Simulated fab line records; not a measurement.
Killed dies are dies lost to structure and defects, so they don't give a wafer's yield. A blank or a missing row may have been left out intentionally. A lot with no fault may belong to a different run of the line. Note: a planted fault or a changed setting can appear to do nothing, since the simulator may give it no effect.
Split-lot experiment :: flow gf180mcu :: route with 602 steps; 5 lots, 23 wafers read

== SPLIT DETAILS ==
At GF_HV_LDD_IMPLANT_48, the setting dose_cm2 was moved away from the recipe's 3e+13 on 7 of the 23 wafers read, by -2.1% to +5.8%. This setting was run at the recipe's value on the other wafers.

== THE PATH FROM SPLIT TO READING: the file shows 1 step between them ==
- GF_HV_LDD_STRIP_49: strips in O2/N2

== THE READING ==
HV_LDD_4_TW, at GF_HV_LDD_TW_MEAS_50. A value of 569.5 with a standard deviation of 3 is what fault-free wafers of this fab line usually give.

wafer: L074.1
tool, chamber at the split: implanter-04, 0
dose_cm2 as run: 3e+13
against the recipe: recipe
HV_LDD_4_TW: 565.3
against lot-mates on the recipe: -

wafer: L074.2
tool, chamber at the split: implanter-04, 0
dose_cm2 as run: 3e+13
against the recipe: recipe
HV_LDD_4_TW: 570.4
against lot-mates on the recipe: -

wafer: L074.6
tool, chamber at the split: implanter-04, 0
dose_cm2 as run: 3e+13
against the recipe: recipe
HV_LDD_4_TW: 568.0
against lot-mates on the recipe: -

wafer: L076.1
tool, chamber at the split: implanter-04, 0
dose_cm2 as run: 2.937e+13
against the recipe: -2.1%
HV_LDD_4_TW: 563.9
against lot-mates on the recipe: -3.7

wafer: L076.2
tool, chamber at the split: implanter-04, 0
dose_cm2 as run: 3e+13
against the recipe: recipe
HV_LDD_4_TW: 567.6
against lot-mates on the recipe: -

wafer: L076.4
tool, chamber at the split: implanter-04, 0
dose_cm2 as run: 3e+13
against the recipe: recipe
HV_LDD_4_TW: 568.3
against lot-mates on the recipe: -

wafer: L076.5
tool, chamber at the split: implanter-04, 0
dose_cm2 as run: 2.937e+13
against the recipe: -2.1%
HV_LDD_4_TW: 562.2
against lot-mates on the recipe: -5.4

wafer: L076.6
tool, chamber at the split: implanter-04, 0
dose_cm2 as run: 3e+13
against the recipe: recipe
HV_LDD_4_TW: 566.9
against lot-mates on the recipe: -

wafer: L077.1
tool, chamber at the split: implanter-01, 0
dose_cm2 as run: 3e+13
against the recipe: recipe
HV_LDD_4_TW: 567.1
against lot-mates on the recipe: -

wafer: L077.2
tool, chamber at the split: implanter-01, 0
dose_cm2 as run: 3.112e+13
against the recipe: +3.7%
HV_LDD_4_TW: 574.3
against lot-mates on the recipe: +6.1

wafer: L077.3
tool, chamber at the split: implanter-01, 0
dose_cm2 as run: 3.112e+13
against the recipe: +3.7%
HV_LDD_4_TW: 575.2
against lot-mates on the recipe: +7.0

wafer: L077.5
tool, chamber at the split: implanter-01, 0
dose_cm2 as run: 3e+13
against the recipe: recipe
HV_LDD_4_TW: 568.1
against lot-mates on the recipe: -

wafer: L077.6
tool, chamber at the split: implanter-01, 0
dose_cm2 as run: 3e+13
against the recipe: recipe
HV_LDD_4_TW: 569.5
against lot-mates on the recipe: -

wafer: L079.1
tool, chamber at the split: implanter-02, 0
dose_cm2 as run: 3e+13
against the recipe: recipe
HV_LDD_4_TW: 572.5
against lot-mates on the recipe: -

wafer: L079.2
tool, chamber at the split: implanter-02, 0
dose_cm2 as run: 3e+13
against the recipe: recipe
HV_LDD_4_TW: 574.8
against lot-mates on the recipe: -

wafer: L079.3
tool, chamber at the split: implanter-02, 0
dose_cm2 as run: 3.173e+13
against the recipe: +5.8%
HV_LDD_4_TW: 586.2
against lot-mates on the recipe: +12.6

wafer: L079.4
tool, chamber at the split: implanter-02, 0
dose_cm2 as run: 3.173e+13
against the recipe: +5.8%
HV_LDD_4_TW: 582.6
against lot-mates on the recipe: +9.0

wafer: L079.5
tool, chamber at the split: implanter-02, 0
dose_cm2 as run: 3.173e+13
against the recipe: +5.8%
HV_LDD_4_TW: 582.5
against lot-mates on the recipe: +8.9

wafer: L080.1
tool, chamber at the split: implanter-02, 0
dose_cm2 as run: 3e+13
against the recipe: recipe
HV_LDD_4_TW: 568.0
against lot-mates on the recipe: -

wafer: L080.2
tool, chamber at the split: implanter-02, 0
dose_cm2 as run: 3e+13
against the recipe: recipe
HV_LDD_4_TW: 569.1
against lot-mates on the recipe: -

wafer: L080.4
tool, chamber at the split: implanter-02, 0
dose_cm2 as run: 3e+13
against the recipe: recipe
HV_LDD_4_TW: 570.6
against lot-mates on the recipe: -

wafer: L080.5
tool, chamber at the split: implanter-02, 0
dose_cm2 as run: 3e+13
against the recipe: recipe
HV_LDD_4_TW: 571.2
against lot-mates on the recipe: -

wafer: L080.6
tool, chamber at the split: implanter-02, 0
dose_cm2 as run: 3e+13
against the recipe: recipe
HV_LDD_4_TW: 569.1
against lot-mates on the recipe: -

THE FIT
A straight line over all 23 wafers: HV_LDD_4_TW changes by +2.39 for each +1% of dose_cm2; r = +0.92; the points scatter about the line by 2.4.
The same after taking each lot's own level away (the mean of its wafers on the recipe; 23 wafers): +1.8 for each +1%; r = +0.95; scatter 1.3.
According to that fit, moving dose_cm2 by its largest amount changes the reading by 10.
Across the lots, their own levels run from 567.60 to 573.65, a range of 2.0 times the standard deviation given above.
In other words, the slope is changed by the lot-to-lot level; the two fits disagree.
Check: for one of the wafers moved furthest among these (+5.8%), held out of the fit, the line's prediction against its lot-mates is +9.5. Against them it came out at +12.6.

== OTHER SPLITS APPLIED TO THESE WAFERS ==
Other splits were also applied to these wafers ahead of the reading. Each is held against what the fit with the lots' levels taken away leaves over:
other split on the same wafers: GF_STI_ETCH_13 source_w
wafers away from the commonest value: 11
r with HV_LDD_4_TW (lot level and that fit taken away): +0.12

other split on the same wafers: GF_STI_CVD_23 sih4_flow_sccm
wafers away from the commonest value: 6
r with HV_LDD_4_TW (lot level and that fit taken away): +0.20

other split on the same wafers: GF_NWELL_SOFTBAKE_03 temp_c
wafers away from the commonest value: 9
r with HV_LDD_4_TW (lot level and that fit taken away): -0.20

other split on the same wafers: GF_MVPSD_COAT_02 spin_rpm
wafers away from the commonest value: 8
r with HV_LDD_4_TW (lot level and that fit taken away): +0.04

other split on the same wafers: GF_VT_IMPLANT_IMPLANT_08 energy_kev
wafers away from the commonest value: 8
r with HV_LDD_4_TW (lot level and that fit taken away): -0.12

other split on the same wafers: GF_DUAL_GATE_COAT_06 resist_thk_nm
wafers away from the commonest value: 6
r with HV_LDD_4_TW (lot level and that fit taken away): +0.03

other split on the same wafers: GF_DUAL_GATE_DEVELOP_10 dev_temp_c
wafers away from the commonest value: 11
r with HV_LDD_4_TW (lot level and that fit taken away): +0.15

other split on the same wafers: GF_POLY_GATE_ETCH_13 time_s
wafers away from the commonest value: 5
r with HV_LDD_4_TW (lot level and that fit taken away): -0.15

other split on the same wafers: GF_HV_LDD_EXPOSE_28 dose_mj
wafers away from the commonest value: 7
r with HV_LDD_4_TW (lot level and that fit taken away): +0.25

other split on the same wafers: GF_HV_LDD_DEVELOP_30 develop_time_s
wafers away from the commonest value: 8
r with HV_LDD_4_TW (lot level and that fit taken away): -0.20

other split on the same wafers: GF_HV_LDD_IMPLANT_36 dose_cm2
wafers away from the commonest value: 10
r with HV_LDD_4_TW (lot level and that fit taken away): -0.22

== THE FILE'S OWN FIT ==
HV_LDD_4_TW changes by +1.79 for each +1% of dose_cm2, r = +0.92.
